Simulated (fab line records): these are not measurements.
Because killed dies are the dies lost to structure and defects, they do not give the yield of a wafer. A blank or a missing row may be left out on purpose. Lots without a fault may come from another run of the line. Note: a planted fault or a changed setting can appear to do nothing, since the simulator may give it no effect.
Problem report, 8D (eight disciplines) form, completed by code :: flow gf180mcu :: the parts of the form that need people (team, actions taken, sign-off) are left out

== 1. THE ISSUE ==
Across 6 wafers from 2 lots, NSD_TW at GF_NSD_TW_MEAS_12 averages 4496, while fault-free wafers read 4273 with a standard deviation of 18. Measured from the usual mean, that is +12 standard deviations.
First observed at day 18 19:38: wafer L281.1, on film-metro-03. The record has a number at this step for 33 wafers belonging to 11 lots. Rule for "out" (also "out of limits"): further than 4 standard deviations from the usual mean. The rest of the wafers with a number are treated as sound.

== 2. WHAT THIS IS AND IS NOT ==
question: which readings at this step
is: NSD_TW
is not: -

question: which lots
is: L281, L283
is not: L265, L267, L268, L274, L276, L277, L279, L282, L288

question: which wafers of those lots
is: all that have a number
is not: -

question: read on which gauges
is: film-metro-01, film-metro-03
is not: film-metro-02

question: when
is: from day 18 19:38
is not: up to then (21 sound wafers); but 6 sound wafers of L282, L288 came after

== 3. SUSPECTS, AND WHAT RULES EACH OUT ==
Counting: a tool at any process step up to the reading remains a suspect when it ran all the lots that are out and ran no sound lot after the first of those.
- ruled out: the gauge at GF_NSD_TW_MEAS_12. Those wafers that are out were read across 2 gauges (film-metro-01, film-metro-03).
- implanter-03 at GF_NSD_IMPLANT_09: kept. Every lot that is out went through it, starting with L281 (day 18 19:14), and after that it ran no sound lot; the last sound lot it ran before then is L279 (day 18 05:21). Its own readings are out on those wafers: beam-energy-keV.
After counting, what remains is implanter-03 at GF_NSD_IMPLANT_09.

== 4. THE CAUSE (what the simulator had put in) ==
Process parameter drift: implanter-03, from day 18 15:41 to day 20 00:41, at GF_NSD_IMPLANT_09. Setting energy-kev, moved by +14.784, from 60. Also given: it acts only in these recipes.
After counting, this tool was the only one left.

== 5. THE CHAIN OF EFFECTS, in route order ==
Rows list readings where the struck wafers' mean (over those with a number) sits beyond 3 standard deviations from the usual. Readings are gone through only where the record gives a usual standard deviation; hours: the median, over the lots, of the time from a lot's start at the first step in this table giving one to that lot's start at this step; sigmas: the change measured in usual standard deviations.
hours: 0
step: GF_NSD_IMPLANT_09
reading: beam-energy-keV
usual: 60.003
on struck wafers: 74.790
change: +14.787
sigmas: +99 or more

hours: 0
step: GF_NSD_STRIP_11
reading: oes-product-au
usual: 0.487 a.u.
on struck wafers: 0.467
change: -0.020
sigmas: -4.8

hours: 0
step: GF_NSD_STRIP_11
reading: strip-time-to-endpoint-s
usual: 22.96 s
on struck wafers: 24.99
change: +2.03
sigmas: +56

hours: 0
step: GF_NSD_TW_MEAS_12
reading: NSD_TW
usual: 4273
on struck wafers: 4496
change: +223
sigmas: +12

hours: 25
step: GF_PSD_RS_MEAS_14
reading: NSD_RS
usual: 46.19 ohm/sq
on struck wafers: 42.44
change: -3.75
sigmas: -45
Process steps it contains:
- GF_NSD_IMPLANT_09
- GF_NSD_STRIP_11: strips in O2/N2.
At these later measuring or inspecting steps, every struck wafer for which the step has a row has a number for every such reading, and none has moved that far: GF_V1_THK_MEAS_03.

== 6. HOW IT WOULD HAVE BEEN CAUGHT EARLIER ==
In this record the first reading out of limits at a measuring or inspecting step was taken at day 18 19:38, 4 hours after the fault began at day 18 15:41.
Tool's own readings at GF_NSD_IMPLANT_09, beam-energy-keV: out on all struck wafers the step has rows for; an alarm limit on them would have tripped on the first.
Among the 2 lots that are out, L283 began GF_NSD_IMPLANT_09 on implanter-03 after day 18 19:38. A hold on the tool at that time would have spared it.
